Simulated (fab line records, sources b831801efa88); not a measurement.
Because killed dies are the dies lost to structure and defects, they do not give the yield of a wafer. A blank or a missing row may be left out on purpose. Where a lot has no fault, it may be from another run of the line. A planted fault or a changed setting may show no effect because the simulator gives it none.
fab line records	flow sky130
[record] lots = 13	wafers = 39	last-day = 50
route steps=708 shown LI_CONTACT@382 METAL5@677 PAD_OPEN@702
lots that met no fault: from a run of the same line without faults
start-h: the number of hours between the record's first day and the start of the first shown wafer of the lot	wait-h: hours from the lot's prior step to this one	" repeats the value in the row above	L1.1+2: one row covering several wafers at once	- no value present, or no start provided	* or withheld: withheld	< > ~ a bound
route shown NAME@n: NAME is a module with steps in the file, n the number in the route of the first one	usual: the fault-free wafers' mean and standard deviation	same: alike in all rows	chamber/n: place in a boat	sites: each site's reading	_std_site: the standard deviation of these	_edge_site: outer sites' mean less inner sites'	radius-mm: how far each site lies from the wafer's centre	mask NAME#n: copy n	behind: the most recent tool/chamber to have shaped the wafer	hold: the reason the lot was held/the length of the hold in hours/how it ended	device: names the non-switching transistor (n, p or np)	end of line: at the end of the route, the tests of the same wafers	a step with no rows: only its recipe	killed: dies lost to structure and defects at the first sort, not the wafer's yield	map: dies across one wafer; x = killed, . = not, _ = none there
set.NAME: the setting that was run; set.NAME@STEP: the one run at that earlier step	model.NAME: the simulator's own value behind a step, which no gauge read
route steps across a sampled set of lots; one table per step, one row per wafer
services: the hour from which a tool's chamber was out of use, counted from the record's first day as start-h (under 0 if before that day), plus the number of hours and why
[[steps]]
[step SKY_LI_CONTACT_SPUTTER_20]
[recipe] material = TiN	target-thk-nm = 20	chamber-pressure-pa = 5	power-w = 4000	time-s = 80
[usual] throttle-valve-pct = 30.0/0.72
lot.wafer	tool	chamber	start-h	wait-h	throttle-valve-pct
L864.2	pvd-sputter-02	-	664.66	0.0	29.2
L864.3	"	-	"	"	30.3
L864.5	"	-	"	"	29.7
L865.1	pvd-sputter-01	-	686.16	0.0	30.1
L865.3	"	-	"	"	30.4
L865.6	"	-	"	"	30.9
L866.4	pvd-sputter-03	-	688.47	0.0	29.0
L866.5	"	-	"	"	29.3
L866.6	"	-	"	"	29.4
L868.1	pvd-sputter-02	-	705.51	0.0	30.1
L868.3	"	-	"	"	29.4
L868.5	"	-	"	"	29.4
L869.1	pvd-sputter-02	-	718.04	0.0	30.1
L869.2	"	-	"	"	29.2
L869.3	"	-	"	"	30.2
L872.1	pvd-sputter-02	-	738.09	0.0	30.2
L872.4	"	-	"	"	29.8
L872.5	"	-	"	"	29.3
L871.2	pvd-sputter-02	-	741.06	0.0	29.5
L871.3	"	-	"	"	29.9
L871.6	"	-	"	"	29.9
L870.3	pvd-sputter-01	-	741.43	0.0	30.9
L870.5	"	-	"	"	30.4
L870.6	"	-	"	"	31.2
L878.1	pvd-sputter-03	-	784.63	0.0	29.5
L878.3	"	-	"	"	29.2
L878.5	"	-	"	"	28.9
L879.3	pvd-sputter-03	-	794.64	0.0	29.3
L879.4	"	-	"	"	28.7
L879.5	"	-	"	"	29.1
L883.1	pvd-sputter-01	-	821.53	0.0	30.6
L883.2	"	-	"	"	30.0
L883.4	"	-	"	"	31.0
L884.1	pvd-sputter-01	-	826.74	0.0	31.1
L884.3	"	-	"	"	30.3
L884.5	"	-	"	"	31.1
L886.1	pvd-sputter-01	-	846.93	0.0	30.5
L886.2	"	-	"	"	30.8
L886.5	"	-	"	"	29.9
[step SKY_METAL5_STRIP_16]
[recipe] chemistry = O2/N2	power-w = 1400	pressure-mtorr = 1500	platen-temp-c = withheld	o2-flow-sccm = 3000	n2-flow-sccm = 300	overash-fraction = 0.5
[usual] drypump-motor-current-A = 5.8/0.38	oes-product-au = 0.710/0.0045	strip-time-to-endpoint-s = 13.07/0.16
lot.wafer	tool	chamber	start-h	wait-h	drypump-motor-current-A	oes-product-au	rf-hours-counter-h	strip-time-to-endpoint-s
L864.2	plasma-asher-03	1	1020.15	0.2	5.6	0.710	122	13.00
L864.3	"	0	"	"	6.3	0.715	-	13.11
L864.5	"	0	"	"	6.3	0.716	-	13.24
L865.1	plasma-asher-01	0	1029.38	0.2	5.5	0.707	62	12.92
L865.3	"	1	"	"	6.3	0.709	-	13.17
L865.6	"	1	"	"	6.3	0.712	-	13.08
L866.4	plasma-asher-04	0	1031.81	0.1	5.9	0.713	-	12.94
L866.5	"	0	"	"	5.9	0.715	-	12.81
L866.6	"	1	"	"	5.3	0.708	-	13.00
L868.1	plasma-asher-03	1	1046.23	0.2	5.6	0.713	124	13.23
L868.3	"	0	"	"	6.3	0.706	-	13.25
L868.5	"	0	"	"	6.3	0.712	-	13.15
L869.1	plasma-asher-01	1	1057.13	0.2	6.2	0.706	65	13.16
L869.2	"	0	"	"	5.5	0.709	65	13.14
L869.3	"	0	"	"	5.5	0.707	-	13.11
L872.1	plasma-asher-01	1	1082.75	0.2	6.3	0.711	68	13.16
L872.4	"	1	"	"	6.3	0.717	-	13.08
L872.5	"	1	"	"	6.3	0.709	-	13.05
L871.2	plasma-asher-04	0	1084.28	0.2	5.9	0.703	31	12.84
L871.3	"	1	"	"	5.3	0.718	-	12.83
L871.6	"	1	"	"	5.3	0.715	-	12.84
L870.3	plasma-asher-01	1	1084.91	0.1	6.3	0.708	-	13.19
L870.5	"	0	"	"	5.5	0.702	-	13.14
L870.6	"	1	"	"	6.2	0.705	-	13.19
L878.1	plasma-asher-04	1	1109.70	0.2	5.3	0.712	34	13.20
L878.3	"	1	"	"	5.3	0.710	-	13.25
L878.5	"	1	"	"	5.3	0.705	-	13.22
L879.3	plasma-asher-04	1	1115.18	0.1	5.3	0.701	-	13.25
L879.4	"	0	"	"	5.9	0.713	-	13.20
L879.5	"	1	"	"	5.3	0.717	-	13.22
L883.1	plasma-asher-04	0	1144.08	0.2	5.9	0.715	37	12.89
L883.2	"	1	"	"	5.3	0.719	37	12.77
L883.4	"	0	"	"	5.9	0.711	-	12.81
L884.1	plasma-asher-03	1	1148.58	0.2	5.6	0.712	6	13.16
L884.3	"	1	"	"	5.6	0.710	-	13.20
L884.5	"	0	"	"	6.3	0.705	-	13.15
L886.1	plasma-asher-03	0	1154.05	0.4	6.3	0.712	6	13.19
L886.2	"	1	"	"	5.6	0.709	6	13.25
L886.5	"	0	"	"	6.3	0.715	-	13.24
[step SKY_PAD_OPEN_STRIP_08]
[recipe] chemistry = O2/N2	power-w = 1400	pressure-mtorr = 1500	platen-temp-c = withheld	overash-fraction = 0.7	o2-flow-sccm = 3000	n2-flow-sccm = 300
[usual] drypump-motor-current-A = 6.0/0.32	oes-product-au = 0.663/0.0047	strip-time-to-endpoint-s = 37.03/0.098
lot.wafer	tool	chamber	start-h	wait-h	drypump-motor-current-A	oes-product-au	rf-hours-counter-h	strip-time-to-endpoint-s
L864.2	plasma-asher-01	0	1065.51	0.1	5.5	0.657	66	37.12
L864.3	"	1	"	"	6.3	0.658	-	37.14
L864.5	"	0	"	"	5.5	0.664	-	37.19
L865.1	plasma-asher-03	1	1074.66	0.1	5.6	0.655	1	37.04
L865.3	"	0	"	"	6.3	0.665	-	37.12
L865.6	"	1	"	"	5.6	0.664	-	37.04
L866.4	plasma-asher-03	0	1077.45	0.1	6.3	0.674	-	37.00
L866.5	"	1	"	"	5.6	0.662	-	37.00
L866.6	"	0	"	"	6.3	0.660	-	37.05
L868.1	plasma-asher-02	1	1089.66	0.1	6.3	0.666	96	36.99
L868.3	"	1	"	"	6.2	0.657	-	37.11
L868.5	"	1	"	"	6.2	0.658	-	37.06
L869.1	plasma-asher-01	0	1098.44	0.1	5.5	0.662	70	36.91
L869.2	"	1	"	"	6.3	0.661	70	36.94
L869.3	"	1	"	"	6.2	0.653	-	37.05
L872.1	plasma-asher-01	1	1121.29	0.1	6.3	0.669	73	37.16
L872.4	"	0	"	"	5.5	0.665	-	37.07
L872.5	"	0	"	"	5.5	0.661	-	37.19
L871.2	plasma-asher-03	1	1124.74	0.1	5.6	0.661	4	37.08
L871.3	"	0	"	"	6.3	0.660	-	37.01
L871.6	"	0	"	"	6.3	0.665	-	36.98
L870.3	plasma-asher-02	1	1125.00	0.1	6.2	0.659	-	37.02
L870.5	"	1	"	"	6.2	0.656	-	37.11
L870.6	"	0	"	"	6.1	0.665	-	37.06
L878.1	plasma-asher-01	0	1150.41	0.1	5.5	0.661	75	37.04
L878.3	"	0	"	"	5.5	0.662	-	36.97
L878.5	"	1	"	"	6.3	0.668	-	36.98
L879.3	plasma-asher-02	1	1154.28	0.1	6.2	0.664	-	37.01
L879.4	"	0	"	"	6.1	0.660	-	37.00
L879.5	"	0	"	"	6.1	0.662	-	36.85
L883.1	plasma-asher-03	0	1179.26	0.1	6.3	0.663	9	37.18
L883.2	"	1	"	"	5.6	0.664	9	37.03
L883.4	"	1	"	"	5.6	0.657	-	37.13
L884.1	plasma-asher-01	1	1183.49	0.1	6.3	0.662	79	37.09
L884.3	"	1	"	"	6.3	0.668	-	37.16
L884.5	"	0	"	"	5.5	0.666	-	37.12
L886.1	plasma-asher-02	1	1188.71	0.1	6.2	0.663	106	36.84
L886.2	"	0	"	"	6.1	0.668	106	36.73
L886.5	"	0	"	"	6.1	0.655	-	36.78
[step SKY_PAD_OPEN_BOW_MEAS_13]
[recipe] mode = bow
[usual] PAD_OPEN_BOW = 47/9.8
lot.wafer	tool	chamber	start-h	wait-h	PAD_OPEN_BOW[um]
L864.2	film-metro-01	-	1067.66	-	38
L864.3	"	-	"	"	37
L864.5	"	-	"	"	41
L865.1	film-metro-03	-	1076.79	-	55
L865.3	"	-	"	"	53
L865.6	"	-	"	"	61
L866.4	film-metro-03	-	1079.60	-	52
L866.5	"	-	"	"	50
L866.6	"	-	"	"	54
L868.1	film-metro-04	-	1091.79	-	55
L868.3	"	-	"	"	53
L868.5	"	-	"	"	50
L869.1	film-metro-01	-	1100.55	-	55
L869.2	"	-	"	"	57
L869.3	"	-	"	"	67
L872.1	film-metro-03	-	1123.39	-	45
L872.4	"	-	"	"	51
L872.5	"	-	"	"	46
L871.2	film-metro-03	-	1126.86	-	46
L871.3	"	-	"	"	26
L871.6	"	-	"	"	36
L870.3	film-metro-01	-	1127.10	-	47
L870.5	"	-	"	"	51
L870.6	"	-	"	"	50
L878.1	film-metro-03	-	1152.51	-	54
L878.3	"	-	"	"	56
L878.5	"	-	"	"	58
L879.3	film-metro-04	-	1156.38	-	38
L879.4	"	-	"	"	37
L879.5	"	-	"	"	30
L883.1	film-metro-04	-	1181.48	-	41
L883.2	"	-	"	"	58
L883.4	"	-	"	"	48
L884.1	film-metro-01	-	1185.59	-	44
L884.3	"	-	"	"	44
L884.5	"	-	"	"	36
L886.1	film-metro-03	-	1191.10	-	63
L886.2	"	-	"	"	52
L886.5	"	-	"	"	49
[step SKY_PAD_OPEN_PROBE_99]
[usual] killed_at_M0_to_M3 = 43/6.4	killed_at_M4_up = 3.2/1.8	killed-at-contacts = 25/5.8	killed-at-front-end = 16/4.1	killed-at-other = 0.2/0.47	killed-dies = 88/9.9	killed-open = 47/7.3	killed-short = 40/7.1
[same] gross-dies = 492	killed-at-back-side = 0
lot.wafer	tool	chamber	start-h	wait-h	killed_at_M0_to_M3	killed_at_M4_up	killed-at-contacts	killed-at-front-end	killed-at-other	killed-dies	killed-open	killed-short
L878.1	prober-01	-	1152.63	0.1	44	1	89	12	0	146	39	39
L878.3	prober-01	-	1152.73	0.2	44	2	92	16	0	154	51	41
L878.5	prober-01	-	1152.83	0.2	45	3	89	13	2	152	46	38
L879.3	prober-02	-	1156.56	0.2	39	3	84	16	0	142	35	45
L879.4	prober-02	-	1156.61	0.2	42	4	84	11	0	141	42	33
L879.5	prober-02	-	1156.66	0.2	40	1	102	12	0	155	34	51
// killed by level:class
L878.1 LI_CONTACT:unspecified=68 VIA1:geometric-particle:short=9 CONTACT:geometric-particle:open=8 METAL1:geometric-particle:short=6 LI_CONTACT:geometric-particle:open=6 VIA3:geometric-particle:open=6 POLY_GATE:geometric-particle:open=5 VIA2:geometric-particle:open=5
L878.3 LI_CONTACT:unspecified=62 VIA1:geometric-particle:open=15 LI_CONTACT:geometric-particle:open=11 METAL1:geometric-particle:short=6 FIELD_ISO:geometric-particle:open=5 LOCAL_INTERCONNECT:geometric-particle:short=5 CONTACT:geometric-particle:open=5 VIA3:geometric-particle:open=5
L878.5 LI_CONTACT:unspecified=66 VIA1:geometric-particle:open=13 CONTACT:geometric-particle:open=9 VIA2:geometric-particle:open=8 FIELD_ISO:geometric-particle:open=7 CONTACT:geometric-particle:short=5 VIA1:geometric-particle:short=5 METAL2:geometric-particle:short=5
L879.3 LI_CONTACT:unspecified=62 LOCAL_INTERCONNECT:geometric-particle:short=8 VIA1:geometric-particle:short=8 METAL1:geometric-particle:short=8 VIA1:geometric-particle:open=7 LI_CONTACT:geometric-particle:short=5 FIELD_ISO:geometric-particle:short=4 LI_CONTACT:geometric-particle:open=4
L879.4 LI_CONTACT:unspecified=66 VIA1:geometric-particle:open=9 LI_CONTACT:geometric-particle:open=8 VIA2:geometric-particle:open=6 VIA1:geometric-particle:short=6 FIELD_ISO:geometric-particle:short=5 VIA3:geometric-particle:open=5 METAL2:geometric-particle:open=4
L879.5 LI_CONTACT:unspecified=70 CONTACT:geometric-particle:open=9 VIA1:geometric-particle:open=7 LI_CONTACT:geometric-particle:open=6 VIA1:geometric-particle:short=6 LI_CONTACT:geometric-particle:short=5 LOCAL_INTERCONNECT:geometric-particle:short=5 CONTACT:geometric-particle:short=5
[[services]]
tool	chamber	start-h	hours	kind
pvd-sputter-01	-	667.01	13.7	repair
plasma-asher-03	-	695.32	1.9	repair
plasma-asher-04	-	733.75	9.0	pm
pvd-sputter-02	-	777.51	3.1	repair
pvd-sputter-01	-	778.43	4.8	repair
plasma-asher-03	-	791.60	4.0	repair
pvd-sputter-02	-	807.70	3.8	repair
pvd-sputter-02	-	813.95	5.4	repair
plasma-asher-04	-	817.53	14.6	pm
pvd-sputter-01	-	830.32	6.7	repair
plasma-asher-04	-	838.07	0.9	repair
pvd-sputter-01	-	848.58	1.0	repair
pvd-sputter-01	-	853.10	0.7	repair
pvd-sputter-01	-	882.44	2.7	repair
pvd-sputter-02	-	890.26	7.2	repair
plasma-asher-04	-	900.02	9.3	repair
plasma-asher-01	-	948.41	1.1	repair
pvd-sputter-01	-	973.24	4.6	repair
plasma-asher-03	-	1021.48	0.5	repair
plasma-asher-03	-	1026.16	1.0	repair
plasma-asher-03	-	1055.25	9.0	pm
plasma-asher-03	-	1080.42	5.5	repair
plasma-asher-03	-	1107.66	14.6	pm
plasma-asher-03	-	1129.42	2.8	pm
[[key]]
[first-sign] step = SKY_PAD_OPEN_PROBE_99	reading = killed-at-contacts	direction = up	sigmas = 11	usual = 25	struck = 90
[effect] step = SKY_PAD_OPEN_PROBE_99	reading = killed-dies	direction = up	sigmas = 6.1	usual = 88	struck = 148
met-at SKY_LI_CONTACT_SPUTTER_20
struck-lots L878,L879
tester-left-out L878,L879
not-acting-at SKY_METAL5_STRIP_16,SKY_PAD_OPEN_STRIP_08,SKY_PAD_OPEN_BOW_MEAS_13
onset-between 688.47 784.63
[fault] kind = chamber-particle-source	tool = pvd-sputter-03	chamber = -	onset-h = 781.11	steps = SKY_LI_CONTACT_SPUTTER_20	rate-per-visit-cm2 = 1.8185	end-h = 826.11
// tester-left-out: of these lots the tester's yield and bins aren't shown, on N5 and GAA mostly nor the transistor test; their killed dies are dies lost to structure and defects alone, not to doping, threshold or leakage, so they don't give the yield
